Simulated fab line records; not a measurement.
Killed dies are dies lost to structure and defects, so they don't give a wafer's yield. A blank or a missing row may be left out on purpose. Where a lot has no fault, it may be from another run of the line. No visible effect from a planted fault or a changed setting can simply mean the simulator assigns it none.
Chamber matching || flow gf180mcu || pecvd-04 running GF_V3_CVD_02: 3 sister chambers
The step deposits SiO2 from TEOS, target thk 850 nm, time 94.851 s. 22 wafers are shown with their chamber, then 11 later ones without.

== WAFERS, EACH WITH ITS CHAMBER ==
{"wafer": "L075.2", "chamber": 1, "heater-power-w (W)": 600, "heater-power-outer-w (W)": 345}
{"wafer": "L075.3", "chamber": 0, "heater-power-w (W)": 525, "heater-power-outer-w (W)": 335}
{"wafer": "L075.4", "chamber": 2, "heater-power-w (W)": 636, "heater-power-outer-w (W)": 355}
{"wafer": "L077.3", "chamber": 2, "heater-power-w (W)": 726, "heater-power-outer-w (W)": 439}
{"wafer": "L077.4", "chamber": 0, "heater-power-w (W)": 524, "heater-power-outer-w (W)": 319}
{"wafer": "L077.6", "chamber": 1, "heater-power-w (W)": 627, "heater-power-outer-w (W)": 351}
{"wafer": "L078.2", "chamber": 2, "heater-power-w (W)": 630, "heater-power-outer-w (W)": 366}
{"wafer": "L078.5", "chamber": 1, "heater-power-w (W)": 677, "heater-power-outer-w (W)": 382}
{"wafer": "L078.6", "chamber": 2, "heater-power-w (W)": 701, "heater-power-outer-w (W)": 401}
{"wafer": "L080.4", "chamber": 0, "heater-power-w (W)": 536, "heater-power-outer-w (W)": 337}
{"wafer": "L080.5", "chamber": 2, "heater-power-w (W)": 762, "heater-power-outer-w (W)": 462}
{"wafer": "L080.6", "chamber": 1, "heater-power-w (W)": 662, "heater-power-outer-w (W)": 369}
{"wafer": "L081.2", "chamber": 0, "heater-power-w (W)": 443, "heater-power-outer-w (W)": 265}
{"wafer": "L081.3", "chamber": 1, "heater-power-w (W)": 699, "heater-power-outer-w (W)": 385}
{"wafer": "L081.4", "chamber": 2, "heater-power-w (W)": 611, "heater-power-outer-w (W)": 355}
{"wafer": "L083.3", "chamber": 1, "heater-power-w (W)": 615, "heater-power-outer-w (W)": 345}
{"wafer": "L083.5", "chamber": 1, "heater-power-w (W)": 677, "heater-power-outer-w (W)": 372}
{"wafer": "L083.6", "chamber": 0, "heater-power-w (W)": 516, "heater-power-outer-w (W)": 313}
{"wafer": "L084.1", "chamber": 0, "heater-power-w (W)": 522, "heater-power-outer-w (W)": 338}
{"wafer": "L084.4", "chamber": 2, "heater-power-w (W)": 765, "heater-power-outer-w (W)": 441}
{"wafer": "L084.6", "chamber": 1, "heater-power-w (W)": 696, "heater-power-outer-w (W)": 401}
{"wafer": "L085.3", "chamber": 1, "heater-power-w (W)": 646, "heater-power-outer-w (W)": 365}

SIGNATURES, as means of the wafers listed above
{"reading": "heater-power-w", "chamber 0": 511.00, "chamber 1": 655.44, "chamber 2": 690.14, "scatter within a chamber": 46.4}
{"reading": "heater-power-outer-w", "chamber 0": 317.83, "chamber 1": 368.33, "chamber 2": 402.71, "scatter within a chamber": 31.6}
Rule: distance of a wafer from a chamber = root of the sum over the readings of ((wafer's reading minus chamber's mean) / reading's scatter) squared. The wafer belongs to the nearest chamber; if the next one is less than 2 further off, it can't be placed. The scatter: the root of (the sum of the squares of (reading less its chamber's mean) over the shown wafers, divided by (wafers less chambers)).

== WAFERS WHOSE CHAMBER IS MISSING ==
{"wafer": "L085.4", "heater-power-w (W)": 689, "heater-power-outer-w (W)": 395}
{"wafer": "L085.5", "heater-power-w (W)": 529, "heater-power-outer-w (W)": 330}
{"wafer": "L090.2", "heater-power-w (W)": 767, "heater-power-outer-w (W)": 455}
{"wafer": "L090.3", "heater-power-w (W)": 659, "heater-power-outer-w (W)": 379}
{"wafer": "L090.5", "heater-power-w (W)": 799, "heater-power-outer-w (W)": 493}
{"wafer": "L092.1", "heater-power-w (W)": 735, "heater-power-outer-w (W)": 443}
{"wafer": "L092.3", "heater-power-w (W)": 522, "heater-power-outer-w (W)": 343}
{"wafer": "L092.4", "heater-power-w (W)": 735, "heater-power-outer-w (W)": 480}
{"wafer": "L094.3", "heater-power-w (W)": 758, "heater-power-outer-w (W)": 466}
{"wafer": "L094.4", "heater-power-w (W)": 542, "heater-power-outer-w (W)": 340}
{"wafer": "L094.6", "heater-power-w (W)": 772, "heater-power-outer-w (W)": 486}

== EACH ONE'S CHAMBER ==
{"wafer": "L085.4", "from the rows above": "can't be placed: 2 or 1", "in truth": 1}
{"wafer": "L085.5", "from the rows above": 0, "in truth": 0}
{"wafer": "L090.2", "from the rows above": "can't be placed: 2 or 1", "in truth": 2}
{"wafer": "L090.3", "from the rows above": "can't be placed: 1 or 2", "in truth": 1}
{"wafer": "L090.5", "from the rows above": "can't be placed: 2 or 1", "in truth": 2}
{"wafer": "L092.1", "from the rows above": "can't be placed: 2 or 1", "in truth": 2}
{"wafer": "L092.3", "from the rows above": 0, "in truth": 0}
{"wafer": "L092.4", "from the rows above": "can't be placed: 2 or 1", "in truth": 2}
{"wafer": "L094.3", "from the rows above": "can't be placed: 2 or 1", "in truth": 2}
{"wafer": "L094.4", "from the rows above": "can't be placed: 0 or 1", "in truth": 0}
{"wafer": "L094.6", "from the rows above": "can't be placed: 2 or 1", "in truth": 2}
2 of 11 placed correctly. Not placeable from these rows: 9 (in 9, the candidates include the true chamber). Wrongly placed: 0.
